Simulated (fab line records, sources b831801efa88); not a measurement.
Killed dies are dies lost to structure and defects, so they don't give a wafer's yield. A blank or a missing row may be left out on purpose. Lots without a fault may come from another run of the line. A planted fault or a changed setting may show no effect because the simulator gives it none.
Which tool did it? | flow gf180mcu | 11 lots, 33 wafers sampled, at 5 steps of a route of 602

WHAT THE GAUGES READ, wafer by wafer
GF_V5_RS_MEAS_24: measures by four-point-probe.
lot  | measured     | on            | V5_W_RS (ohm/sq)
L154 | day 27 05:06 | film_metro-03 | 0.326 0.327 0.327
L155 | day 27 12:02 | film_metro-02 | 0.331 0.321 0.321
L158 | day 28 09:37 | film_metro-04 | 0.343 0.331 0.337
L159 | day 28 20:58 | film_metro-02 | 0.325 0.320 0.327
L160 | day 29 06:40 | film_metro-03 | 0.332 0.325 0.330
L164 | day 30 07:46 | film_metro-04 | 0.329 0.335 0.331
L165 | day 30 08:56 | film_metro-02 | 0.321 0.414 0.325
L168 | day 31 17:41 | film_metro-03 | 0.316 0.397 0.316
L173 | day 33 02:17 | film_metro-02 | 0.328 0.329 0.336
L174 | day 33 04:13 | film_metro-02 | 0.334 0.328 0.328
L175 | day 33 07:04 | film_metro-03 | 0.333 0.333 0.331

GF_V5_THK_MEAS_25: measures by xrf.
lot  | measured     | on            | V5_W_THK (nm)
L154 | day 27 05:13 | film_metro-03 | 355 352 351
L155 | day 27 12:09 | film_metro-02 | 349 360 362
L158 | day 28 09:43 | film_metro-04 | 328 341 334
L159 | day 28 21:04 | film_metro-02 | 357 359 351
L160 | day 29 06:47 | film_metro-03 | 347 350 349
L164 | day 30 07:53 | film_metro-04 | 350 345 347
L165 | day 30 09:01 | film_metro-02 | 358 279 354
L168 | day 31 17:47 | film_metro-03 | 368 292 366
L173 | day 33 02:25 | film_metro-02 | 353 350 346
L174 | day 33 04:20 | film_metro-02 | 347 353 354
L175 | day 33 07:11 | film_metro-03 | 349 348 353

WHICH TOOL RAN EACH LOT (tool, then ch and the chambers of the sampled wafers, then the start)
lot  | GF_V5_ETCH_17                                 | GF_V5_SPUTTER_21             | GF_V5_CVD_23
L154 | rie_diel-01 ch 1, day 27 04:53 or earlier     | pvd_sputter-01, day 27 04:53 | cvd_w-01 ch 0, day 27 04:59
L155 | rie_diel-03 ch 0,2,3, day 27 11:48 or earlier | pvd_sputter-02, day 27 11:48 | cvd_w-01 ch 0,1, day 27 11:54
L158 | rie_diel-01 ch 0,2,3, day 28 09:22 or earlier | pvd_sputter-02, day 28 09:22 | cvd_w-02 ch 0,1, day 28 09:28
L159 | rie_diel-01 ch 2,3, day 28 20:42 or earlier   | pvd_sputter-02, day 28 20:42 | cvd_w-01 ch 0,1, day 28 20:50
L160 | rie_diel-03 ch 0,1, day 29 06:27 or earlier   | pvd_sputter-02, day 29 06:27 | cvd_w-02 ch 0,1, day 29 06:33
L164 | rie_diel-02 ch 0,2, day 30 07:34 or earlier   | pvd_sputter-01, day 30 07:34 | cvd_w-02 ch 0,1, day 30 07:40
L165 | rie_diel-02 ch 0,3, day 30 08:41 or earlier   | pvd_sputter-04, day 30 08:41 | cvd_w-01 ch 0,1, day 30 08:47
L168 | rie_diel-03 ch 0,1,2, day 31 17:27 or earlier | pvd_sputter-01, day 31 17:27 | cvd_w-01 ch 0,1, day 31 17:33
L173 | rie_diel-03 ch 0,3, day 33 02:05 or earlier   | pvd_sputter-04, day 33 02:05 | cvd_w-02 ch 0,1, day 33 02:11
L174 | rie_diel-03 ch 1,2,3, day 33 04:00 or earlier | pvd_sputter-04, day 33 04:00 | cvd_w-02 ch 0,1, day 33 04:06
L175 | rie_diel-02 ch 0,2,3, day 33 06:50 or earlier | pvd_sputter-01, day 33 06:50 | cvd_w-02 ch 0,1, day 33 06:56
- GF_V5_ETCH_17: etches SiO2 in C4F8/O2/Ar, stops on TiN, target depth 855 nm.
- GF_V5_SPUTTER_21: material Ti, target thk 15 nm, time 80.02 s.
- GF_V5_CVD_23: deposits W, target thk 350 nm, time 104.9 s.

WHAT THE TOOLS THEMSELVES READ (means of the sampled wafers that have a number; where no wafer has one, the mark that the record gives instead)
GF_V5_ETCH_17.
lot  | tool        | oes_product_au (a.u.)
L154 | rie_diel-01 | 0.861
L155 | rie_diel-03 | 0.863
L158 | rie_diel-01 | 0.859
L159 | rie_diel-01 | 0.859
L160 | rie_diel-03 | 0.862
L164 | rie_diel-02 | 0.861
L165 | rie_diel-02 | 0.861
L168 | rie_diel-03 | 0.861
L173 | rie_diel-03 | 0.856
L174 | rie_diel-03 | 0.861
L175 | rie_diel-02 | 0.851

GF_V5_SPUTTER_21.
lot  | tool           | throttle_valve_pct (%)
L154 | pvd_sputter-01 | 28.9
L155 | pvd_sputter-02 | 30.8
L158 | pvd_sputter-02 | 30.5
L159 | pvd_sputter-02 | 30.7
L160 | pvd_sputter-02 | 30.8
L164 | pvd_sputter-01 | 28.9
L165 | pvd_sputter-04 | 30.2
L168 | pvd_sputter-01 | 29.5
L173 | pvd_sputter-04 | 30.1
L174 | pvd_sputter-04 | 29.7
L175 | pvd_sputter-01 | 30.5

GF_V5_CVD_23.
lot  | tool     | chamber_pressure_Torr (Torr) | heater_power_w (W)
L154 | cvd_w-01 | 39.94                        | 1087
L155 | cvd_w-01 | 39.99                        | 940
L158 | cvd_w-02 | 40.03                        | 846
L159 | cvd_w-01 | 39.99                        | 1020
L160 | cvd_w-02 | 39.90                        | 851
L164 | cvd_w-02 | 39.97                        | 858
L165 | cvd_w-01 | 35.44                        | 938
L168 | cvd_w-01 | 35.56                        | 953
L173 | cvd_w-02 | 40.03                        | 850
L174 | cvd_w-02 | 39.99                        | 845
L175 | cvd_w-02 | 40.00                        | 863

THE ANSWER, worked out from the rows above alone
Rule: what is usual is taken from the lots themselves. Put in order of their means at a reading, lots are off if they are a third of the lots or fewer, leave a main group of 4 or more, and stand apart from it by a gap of 3 or more times the standard deviation of the main group's means; of several such gaps the widest counts. A main group whose means are all the same, to the digits that the tables above print for the reading, isn't used. A lot without any number at a reading at which 4 lots or more have one is off too. The other lots that the step has rows for count as sound. The gauges are gone through in route order, then the tools' own readings, and for those a lot's mean is taken as printed above. The first step at which some lot is off is used, and at that step the reading that is off furthest; a lot without a number counts as furthest.
Off: L165, L168, at GF_V5_CVD_23 (chamber_pressure_Torr). The main group: mean 39.98 Torr, standard deviation 0.039.
A tool fits if, at that step or a process step before it, it ran every lot that is off, and no sound lot after the first of them. GF_V5_ETCH_17 gives no start for some lots, so the hours and the order of its lots are those of GF_V5_SPUTTER_21. One fits: cvd_w-01 at GF_V5_CVD_23. Its last sound lot is L159 (day 28 20:50), its first lot that is off L165 (day 30 08:47): a fault that began between those two fits.
The tool's own readings at GF_V5_CVD_23 bear it out: on the lots that are off they differ by more than 5 times the standard deviation of the sound lots' means. chamber_pressure_Torr reads 35.50 Torr there against 39.98 Torr on the sound lots.

WHAT THE SIMULATOR HAD PUT IN
Process parameter drift: cvd_w-01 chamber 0, from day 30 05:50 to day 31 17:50, at GF_V5_CVD_23. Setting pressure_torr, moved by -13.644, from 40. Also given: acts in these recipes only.
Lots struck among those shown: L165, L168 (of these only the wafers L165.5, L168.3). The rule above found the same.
